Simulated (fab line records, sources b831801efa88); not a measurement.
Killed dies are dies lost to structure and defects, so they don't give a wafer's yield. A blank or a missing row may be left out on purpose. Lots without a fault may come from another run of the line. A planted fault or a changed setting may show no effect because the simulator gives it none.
Split-lot experiment | flow sky130 | 5 lots, 23 wafers read, on a route of 708 steps

THE SPLIT
At SKY_LI_CONTACT_CMP_02 (polishes PSG), the setting leave_above_ref_nm was moved away from the recipe's 597.2 nm on 7 of the 23 wafers read, by +4.1% to +5.6%. The other wafers ran this setting at the recipe's value.

FROM THE SPLIT TO THE READING: what the file shows between them, 5 steps
- SKY_LI_CONTACT_EXPOSE_09: exposes mask LICM1, target cd 170 nm (also split here: dose_mj)
- SKY_LI_CONTACT_PEB_10
- SKY_LI_CONTACT_DEVELOP_11: develop time 60 s
- SKY_LI_CONTACT_CD_MEAS_12: target cd 170 nm
- SKY_LI_CONTACT_ETCH_14: etches BARC in N2/H2, stops on SiO2, time 45.9 s, target depth 60 nm

THE READING
oes_product_au, in a.u., at SKY_LI_CONTACT_ETCH_15 (etches PSG in C4F8/O2/Ar, stops on Si, target depth 600 nm). Fault-free wafers of this fab line usually give 0.837 a.u., standard deviation 0.004 a.u..

wafer  | tool, chamber at the split | leave_above_ref_nm as run, nm | against the recipe | oes_product_au, a.u. | against lot-mates on the recipe
L077.1 | cmp-01, 2,3                | 597.2                         | recipe             | 0.838                | -
L077.2 | cmp-01, 1                  | 597.2                         | recipe             | 0.838                | -
L077.3 | cmp-01, 0                  | 597.2                         | recipe             | 0.834                | -
L077.4 | cmp-01, 2,3                | 597.2                         | recipe             | 0.836                | -
L077.6 | cmp-01, 0                  | 597.2                         | recipe             | 0.837                | -
L074.1 | cmp-02, 0                  | 597.2                         | recipe             | 0.832                | -
L074.4 | cmp-02, 1                  | 597.2                         | recipe             | 0.831                | -
L074.5 | cmp-02, 2                  | 597.2                         | recipe             | 0.837                | -
L078.1 | cmp-02, 1                  | 626                           | +4.8%              | 0.849                | +0.011
L078.2 | cmp-02, 3                  | 626                           | +4.8%              | 0.853                | +0.015
L078.3 | cmp-02, 2                  | 597.2                         | recipe             | 0.844                | -
L078.4 | cmp-02, 0                  | 597.2                         | recipe             | 0.834                | -
L078.5 | cmp-02, 3                  | 597.2                         | recipe             | 0.836                | -
L082.1 | cmp-02, 1                  | 597.2                         | recipe             | 0.838                | -
L082.2 | cmp-02, 2                  | 630.5                         | +5.6%              | 0.861                | +0.023
L082.3 | cmp-02, 0                  | 597.2                         | recipe             | 0.840                | -
L082.4 | cmp-02, 3                  | 630.5                         | +5.6%              | 0.865                | +0.027
L082.5 | cmp-02, 3                  | 597.2                         | recipe             | 0.836                | -
L083.1 | cmp-01, 0                  | 597.2                         | recipe             | 0.838                | -
L083.2 | cmp-01, 1                  | 621.8                         | +4.1%              | 0.856                | +0.017
L083.4 | cmp-01, 3                  | 621.8                         | +4.1%              | 0.863                | +0.024
L083.5 | cmp-01, 0                  | 597.2                         | recipe             | 0.839                | -
L083.6 | cmp-01, 1                  | 621.8                         | +4.1%              | 0.854                | +0.015
Where a row lists several chambers, the file gives one row for several wafers and doesn't say which wafer went through which chamber.

THE FIT
A straight line over all 23 wafers: oes_product_au changes by +0.00431 a.u. for each +1% of leave_above_ref_nm; r = +0.93; the points scatter about the line by 0.004 a.u..
The same after taking each lot's own level away (the mean of its wafers on the recipe; 23 wafers): +0.00401 a.u. for each +1%; r = +0.93; scatter 0.0036 a.u..
On that fit, the largest move of leave_above_ref_nm shifts the reading by 0.022 a.u..
The lots' own levels span 0.8333 to 0.8385 a.u., that is 1.3 times the standard deviation above.
So the lot-to-lot level changes the slope little: the two slopes agree.
Check: with one of the wafers moved furthest among these (+5.6%) left out of the fit, the line predicts +0.0222 a.u. for it against its lot-mates. It came out at +0.023 a.u. against them.

OTHER SPLITS ON THESE WAFERS
These wafers also went through other splits before the reading. Each is held against what the fit with the lots' levels taken away leaves over:
other split on the same wafers   | wafers away from the commonest value | r with oes_product_au (lot level and that fit taken away)
SKY_SD_N_IMPLANT_09 energy_kev   | 10                                   | +0.10
SKY_SALICIDE_CLEAN_00 time_s     | 15                                   | -0.19
SKY_LI_CONTACT_EXPOSE_09 dose_mj | 6                                    | +0.04

THE WHOLE CHAIN: every reading that the file lists as answering this split, in the file's order
step                   | what it does                                               | reading                                                                             | change (the file's fit)                   | r (the file's)
SKY_LI_CONTACT_CMP_02  | polishes PSG                                               | PSG_of_LI_CONTACT_HDPCVD_00.thk_nm (the simulator's own value, which no gauge read) | +6.15 nm for each +1% of the setting      | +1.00
SKY_LI_CONTACT_ETCH_15 | etches PSG in C4F8/O2/Ar, stops on Si, target depth 600 nm | oes_product_au                                                                      | +0.00393 a.u. for each +1% of the setting | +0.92
SKY_LI_CONTACT_ETCH_15 | etches PSG in C4F8/O2/Ar, stops on Si, target depth 600 nm | LI_CONTACT.feature_depth_nm (the simulator's own value, which no gauge read)        | +6.15 nm for each +1% of the setting      | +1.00
SKY_LI_CONTACT_ETCH_15 | etches PSG in C4F8/O2/Ar, stops on Si, target depth 600 nm | etch.depth_nm (the simulator's own value, which no gauge read)                      | +6.13 nm for each +1% of the setting      | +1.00

THE FILE'S OWN FIT
oes_product_au changes by +0.00393 a.u. for each +1% of leave_above_ref_nm, r = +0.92.
